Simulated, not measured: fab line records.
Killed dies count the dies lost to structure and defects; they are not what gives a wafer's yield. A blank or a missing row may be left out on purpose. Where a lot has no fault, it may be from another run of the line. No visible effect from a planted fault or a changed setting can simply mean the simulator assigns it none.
Which tool did it? || flow sky130 || 11 lots with 33 wafers sampled at 5 steps, on a route of 708 steps

== WHAT EACH GAUGE READ, for each wafer ==
SKY_VT_ADJUST_HVTP_CD_MEAS_07: target cd 380 nm. Usual: 378.7 nm for cd nm, sd 2.5.
{"lot": "L872", "measured": "day 7 03:26", "on": "cd sem-01", "cd nm (nm)": "378.7 377.8 378.9", "flag": ""}
{"lot": "L874", "measured": "day 7 04:56", "on": "cd sem-02", "cd nm (nm)": "372.3 375.7 374.6", "flag": ""}
{"lot": "L873", "measured": "day 7 04:23", "on": "cd sem-01", "cd nm (nm)": "381.8 380.8 380.5", "flag": ""}
{"lot": "L876", "measured": "day 7 17:07", "on": "cd sem-02", "cd nm (nm)": "377.5 381.4 377.3", "flag": ""}
{"lot": "L875", "measured": "day 7 17:58", "on": "cd sem-01", "cd nm (nm)": "374.1 372.4 376.8", "flag": ""}
{"lot": "L877", "measured": "day 8 05:58", "on": "cd sem-01", "cd nm (nm)": "378.4 380.6 379.1", "flag": ""}
{"lot": "L879", "measured": "day 8 18:41", "on": "cd sem-02", "cd nm (nm)": "379.3 382.9 382.6", "flag": ""}
{"lot": "L882", "measured": "day 9 14:13", "on": "cd sem-01", "cd nm (nm)": "370.3 377.4 378.6", "flag": ""}
{"lot": "L892", "measured": "day 11 17:20", "on": "cd sem-02", "cd nm (nm)": "378.9 378.6 379.0", "flag": ""}
{"lot": "L893", "measured": "day 11 17:56", "on": "cd sem-01", "cd nm (nm)": "376.2 372.0 378.2", "flag": ""}
{"lot": "L894", "measured": "day 12 07:47", "on": "cd sem-02", "cd nm (nm)": "376.6 375.6 375.4", "flag": ""}

== WHAT TOOL EACH LOT RAN ON (gives the tool, then ch and the chambers of the sampled wafers, and finally the start) ==
{"lot": "L872", "SKY_FIELD_ISO_ETCH_14": "rie diel-02 ch 1,2,3, day 2 09:32", "SKY_DNWELL_STRIP_08": "plasma asher-02 ch 0,1, day 4 04:55", "SKY_NWELL_STRIP_25": "plasma asher-04 ch 0,1, day 6 07:34", "SKY_VT_ADJUST_HVTP_EXPOSE_04": "iline stepper-02 ch 0, day 6 17:37"}
{"lot": "L874", "SKY_FIELD_ISO_ETCH_14": "rie diel-02 ch 0,1,2, day 2 18:20", "SKY_DNWELL_STRIP_08": "plasma asher-02 ch 0,1, day 4 05:24", "SKY_NWELL_STRIP_25": "plasma asher-01 ch 0,1, day 6 09:06", "SKY_VT_ADJUST_HVTP_EXPOSE_04": "iline stepper-01 ch 0, day 6 19:02"}
{"lot": "L873", "SKY_FIELD_ISO_ETCH_14": "rie diel-01 ch 0,1,2, day 2 18:37", "SKY_DNWELL_STRIP_08": "plasma asher-01 ch 0,1, day 4 05:11", "SKY_NWELL_STRIP_25": "plasma asher-01 ch 0, day 6 08:13", "SKY_VT_ADJUST_HVTP_EXPOSE_04": "iline stepper-01 ch 0, day 6 18:43"}
{"lot": "L876", "SKY_FIELD_ISO_ETCH_14": "rie diel-04 ch 2,3, day 3 07:31", "SKY_DNWELL_STRIP_08": "plasma asher-01 ch 0,1, day 4 17:58", "SKY_NWELL_STRIP_25": "plasma asher-01 ch 0,1, day 6 21:34", "SKY_VT_ADJUST_HVTP_EXPOSE_04": "iline stepper-01 ch 0, day 7 07:38"}
{"lot": "L875", "SKY_FIELD_ISO_ETCH_14": "rie diel-02 ch 0,1,2, day 3 08:02", "SKY_DNWELL_STRIP_08": "plasma asher-02 ch 0,1, day 4 18:22", "SKY_NWELL_STRIP_25": "plasma asher-04 ch 0,1, day 6 22:03", "SKY_VT_ADJUST_HVTP_EXPOSE_04": "iline stepper-02 ch 0, day 7 07:59"}
{"lot": "L877", "SKY_FIELD_ISO_ETCH_14": "rie diel-01 ch 0,2,3, day 3 17:04", "SKY_DNWELL_STRIP_08": "plasma asher-01 ch 0,1, day 5 04:21", "SKY_NWELL_STRIP_25": "plasma asher-04 ch 0,1, day 7 10:02", "SKY_VT_ADJUST_HVTP_EXPOSE_04": "iline stepper-02 ch 0, day 7 20:45"}
{"lot": "L879", "SKY_FIELD_ISO_ETCH_14": "rie diel-01 ch 1,2, day 4 01:43", "SKY_DNWELL_STRIP_08": "plasma asher-03 ch 0,1, day 5 13:25", "SKY_NWELL_STRIP_25": "plasma asher-04 ch 0,1, day 7 22:20", "SKY_VT_ADJUST_HVTP_EXPOSE_04": "iline stepper-02 ch 0, day 8 08:17"}
{"lot": "L882", "SKY_FIELD_ISO_ETCH_14": "rie diel-02 ch 0,1,3, day 4 13:47", "SKY_DNWELL_STRIP_08": "plasma asher-03 ch 0,1, day 6 04:51", "SKY_NWELL_STRIP_25": "plasma asher-04 ch 0,1, day 8 17:03", "SKY_VT_ADJUST_HVTP_EXPOSE_04": "iline stepper-01 ch 0, day 9 04:05"}
{"lot": "L892", "SKY_FIELD_ISO_ETCH_14": "rie diel-01 ch 0,2,3, day 6 19:04", "SKY_DNWELL_STRIP_08": "plasma asher-01 ch 0,1, day 8 00:41", "SKY_NWELL_STRIP_25": "plasma asher-03 ch 0,1, day 10 17:27", "SKY_VT_ADJUST_HVTP_EXPOSE_04": "iline stepper-01 ch 0, day 11 05:29"}
{"lot": "L893", "SKY_FIELD_ISO_ETCH_14": "rie diel-04 ch 0,3, day 6 22:49", "SKY_DNWELL_STRIP_08": "plasma asher-02 ch 0,1, day 8 00:52", "SKY_NWELL_STRIP_25": "plasma asher-04 ch 0, day 10 17:48", "SKY_VT_ADJUST_HVTP_EXPOSE_04": "iline stepper-02 ch 0, day 11 06:10"}
{"lot": "L894", "SKY_FIELD_ISO_ETCH_14": "rie diel-02 ch 1,2,3, day 7 04:13", "SKY_DNWELL_STRIP_08": "plasma asher-01 ch 0, day 8 12:16", "SKY_NWELL_STRIP_25": "plasma asher-04 ch 0,1, day 11 07:22", "SKY_VT_ADJUST_HVTP_EXPOSE_04": "iline stepper-02 ch 0, day 11 19:49"}
- SKY_FIELD_ISO_ETCH_14: etches BARC in N2/H2, stops on SiO2, time 45.9 s, target depth 60 nm.
- SKY_DNWELL_STRIP_08: strips in O2/N2.
- SKY_NWELL_STRIP_25: strips in O2/N2.
- SKY_VT_ADJUST_HVTP_EXPOSE_04: exposes mask HVTPM, target cd 380 nm.

== WHAT THE TOOLS THEMSELVES READ (means of the sampled wafers that have a number; where no wafer has one, the mark that the record gives instead) ==
SKY_FIELD_ISO_ETCH_14. Usual: drypump motor current A 5.7 A, standard deviation 0.62; oes product au 0.856 a.u., standard deviation 0.005; rf fwd power W 494.8 W, standard deviation 2.5; throttle valve pct 13.225 %, standard deviation 0.0092.
{"lot": "L872", "tool": "rie diel-02", "drypump motor current A (A)": 5.5, "oes product au (a.u.)": 0.858, "rf fwd power W (W)": 496.0, "throttle valve pct (%)": 13.225, "flag": ""}
{"lot": "L874", "tool": "rie diel-02", "drypump motor current A (A)": 5.8, "oes product au (a.u.)": 0.853, "rf fwd power W (W)": 494.3, "throttle valve pct (%)": 13.232, "flag": ""}
{"lot": "L873", "tool": "rie diel-01", "drypump motor current A (A)": 5.7, "oes product au (a.u.)": 0.851, "rf fwd power W (W)": 495.4, "throttle valve pct (%)": 13.223, "flag": ""}
{"lot": "L876", "tool": "rie diel-04", "drypump motor current A (A)": 6.0, "oes product au (a.u.)": 0.856, "rf fwd power W (W)": 493.8, "throttle valve pct (%)": 13.220, "flag": ""}
{"lot": "L875", "tool": "rie diel-02", "drypump motor current A (A)": 5.8, "oes product au (a.u.)": 0.855, "rf fwd power W (W)": 496.3, "throttle valve pct (%)": 13.221, "flag": ""}
{"lot": "L877", "tool": "rie diel-01", "drypump motor current A (A)": 5.8, "oes product au (a.u.)": 0.853, "rf fwd power W (W)": 493.5, "throttle valve pct (%)": 13.228, "flag": ""}
{"lot": "L879", "tool": "rie diel-01", "drypump motor current A (A)": 6.1, "oes product au (a.u.)": 0.857, "rf fwd power W (W)": 496.0, "throttle valve pct (%)": 13.229, "flag": ""}
{"lot": "L882", "tool": "rie diel-02", "drypump motor current A (A)": 6.0, "oes product au (a.u.)": 0.853, "rf fwd power W (W)": 495.4, "throttle valve pct (%)": 13.218, "flag": ""}
{"lot": "L892", "tool": "rie diel-01", "drypump motor current A (A)": 5.9, "oes product au (a.u.)": 0.858, "rf fwd power W (W)": 496.7, "throttle valve pct (%)": 13.225, "flag": ""}
{"lot": "L893", "tool": "rie diel-04", "drypump motor current A (A)": 5.9, "oes product au (a.u.)": 0.859, "rf fwd power W (W)": 492.9, "throttle valve pct (%)": 13.236, "flag": ""}
{"lot": "L894", "tool": "rie diel-02", "drypump motor current A (A)": 5.6, "oes product au (a.u.)": 0.854, "rf fwd power W (W)": 496.8, "throttle valve pct (%)": 13.225, "flag": ""}

SKY_DNWELL_STRIP_08. Usual: drypump motor current A 5.5 A, standard deviation 0.36; o2 flow sccm 3001 sccm, standard deviation 8.7; oes product au 0.724 a.u., standard deviation 0.0042; strip time to endpoint s 36.95 s, standard deviation 0.11.
{"lot": "L872", "tool": "plasma asher-02", "drypump motor current A (A)": 6.1, "o2 flow sccm (sccm)": 2997, "oes product au (a.u.)": 0.721, "strip time to endpoint s (s)": 37.03, "flag": ""}
{"lot": "L874", "tool": "plasma asher-02", "drypump motor current A (A)": 6.0, "o2 flow sccm (sccm)": 3001, "oes product au (a.u.)": 0.721, "strip time to endpoint s (s)": 37.11, "flag": ""}
{"lot": "L873", "tool": "plasma asher-01", "drypump motor current A (A)": 5.4, "o2 flow sccm (sccm)": 2996, "oes product au (a.u.)": 0.719, "strip time to endpoint s (s)": 36.97, "flag": ""}
{"lot": "L876", "tool": "plasma asher-01", "drypump motor current A (A)": 5.3, "o2 flow sccm (sccm)": 3001, "oes product au (a.u.)": 0.724, "strip time to endpoint s (s)": 37.07, "flag": ""}
{"lot": "L875", "tool": "plasma asher-02", "drypump motor current A (A)": 6.1, "o2 flow sccm (sccm)": 3000, "oes product au (a.u.)": 0.723, "strip time to endpoint s (s)": 37.01, "flag": ""}
{"lot": "L877", "tool": "plasma asher-01", "drypump motor current A (A)": 5.3, "o2 flow sccm (sccm)": 2994, "oes product au (a.u.)": 0.722, "strip time to endpoint s (s)": 36.84, "flag": ""}
{"lot": "L879", "tool": "plasma asher-03", "drypump motor current A (A)": 5.4, "o2 flow sccm (sccm)": 3004, "oes product au (a.u.)": 0.727, "strip time to endpoint s (s)": 36.90, "flag": ""}
{"lot": "L882", "tool": "plasma asher-03", "drypump motor current A (A)": 5.3, "o2 flow sccm (sccm)": 2999, "oes product au (a.u.)": 0.723, "strip time to endpoint s (s)": 36.81, "flag": ""}
{"lot": "L892", "tool": "plasma asher-01", "drypump motor current A (A)": 5.4, "o2 flow sccm (sccm)": 3005, "oes product au (a.u.)": 0.722, "strip time to endpoint s (s)": 36.79, "flag": ""}
{"lot": "L893", "tool": "plasma asher-02", "drypump motor current A (A)": 5.7, "o2 flow sccm (sccm)": 3010, "oes product au (a.u.)": 0.726, "strip time to endpoint s (s)": 36.80, "flag": ""}
{"lot": "L894", "tool": "plasma asher-01", "drypump motor current A (A)": 5.4, "o2 flow sccm (sccm)": 3004, "oes product au (a.u.)": 0.722, "strip time to endpoint s (s)": 36.99, "flag": ""}

SKY_NWELL_STRIP_25. Usual: drypump motor current A 5.50 A, standard deviation 0.2; o2 flow sccm 3001 sccm, standard deviation 9.6; oes product au 0.723 a.u., standard deviation 0.0047; strip time to endpoint s 36.91 s, standard deviation 0.094.
{"lot": "L872", "tool": "plasma asher-04", "drypump motor current A (A)": 5.69, "o2 flow sccm (sccm)": 2996, "oes product au (a.u.)": 0.725, "strip time to endpoint s (s)": 36.89, "flag": ""}
{"lot": "L874", "tool": "plasma asher-01", "drypump motor current A (A)": 5.33, "o2 flow sccm (sccm)": 2995, "oes product au (a.u.)": 0.724, "strip time to endpoint s (s)": 36.96, "flag": ""}
{"lot": "L873", "tool": "plasma asher-01", "drypump motor current A (A)": 5.36, "o2 flow sccm (sccm)": 3001, "oes product au (a.u.)": 0.723, "strip time to endpoint s (s)": 36.94, "flag": ""}
{"lot": "L876", "tool": "plasma asher-01", "drypump motor current A (A)": 5.35, "o2 flow sccm (sccm)": 2993, "oes product au (a.u.)": 0.722, "strip time to endpoint s (s)": 37.01, "flag": ""}
{"lot": "L875", "tool": "plasma asher-04", "drypump motor current A (A)": 5.56, "o2 flow sccm (sccm)": 2998, "oes product au (a.u.)": 0.727, "strip time to endpoint s (s)": 36.95, "flag": ""}
{"lot": "L877", "tool": "plasma asher-04", "drypump motor current A (A)": 5.56, "o2 flow sccm (sccm)": 2994, "oes product au (a.u.)": 0.717, "strip time to endpoint s (s)": 36.90, "flag": ""}
{"lot": "L879", "tool": "plasma asher-04", "drypump motor current A (A)": 5.69, "o2 flow sccm (sccm)": 3005, "oes product au (a.u.)": 0.727, "strip time to endpoint s (s)": 36.96, "flag": ""}
{"lot": "L882", "tool": "plasma asher-04", "drypump motor current A (A)": 5.68, "o2 flow sccm (sccm)": 2991, "oes product au (a.u.)": 0.722, "strip time to endpoint s (s)": 36.75, "flag": ""}
{"lot": "L892", "tool": "plasma asher-03", "drypump motor current A (A)": 5.29, "o2 flow sccm (sccm)": 3006, "oes product au (a.u.)": 0.720, "strip time to endpoint s (s)": 36.98, "flag": ""}
{"lot": "L893", "tool": "plasma asher-04", "drypump motor current A (A)": 5.43, "o2 flow sccm (sccm)": 3003, "oes product au (a.u.)": 0.723, "strip time to endpoint s (s)": 36.78, "flag": ""}
{"lot": "L894", "tool": "plasma asher-04", "drypump motor current A (A)": 5.67, "o2 flow sccm (sccm)": 3001, "oes product au (a.u.)": 0.723, "strip time to endpoint s (s)": 36.93, "flag": ""}

== THE ANSWER, worked out from the rows above alone ==
Rule: a lot is off if the mean of its wafers that have a number lies more than 3 standard deviations from the usual mean. A lot without any number at a reading at which 4 lots or more have one is off too. Any other lot the step has rows for is counted as sound. After the gauges, taken in route order, come the tools' own readings; for these a lot's mean is taken, as printed above. At the first step where some lot is off, the reading lying furthest off is the one used; lots without a number count as furthest.
Nothing can be told from this: no lot is off at any reading shown.

== WHAT THE SIMULATOR PUT IN ==
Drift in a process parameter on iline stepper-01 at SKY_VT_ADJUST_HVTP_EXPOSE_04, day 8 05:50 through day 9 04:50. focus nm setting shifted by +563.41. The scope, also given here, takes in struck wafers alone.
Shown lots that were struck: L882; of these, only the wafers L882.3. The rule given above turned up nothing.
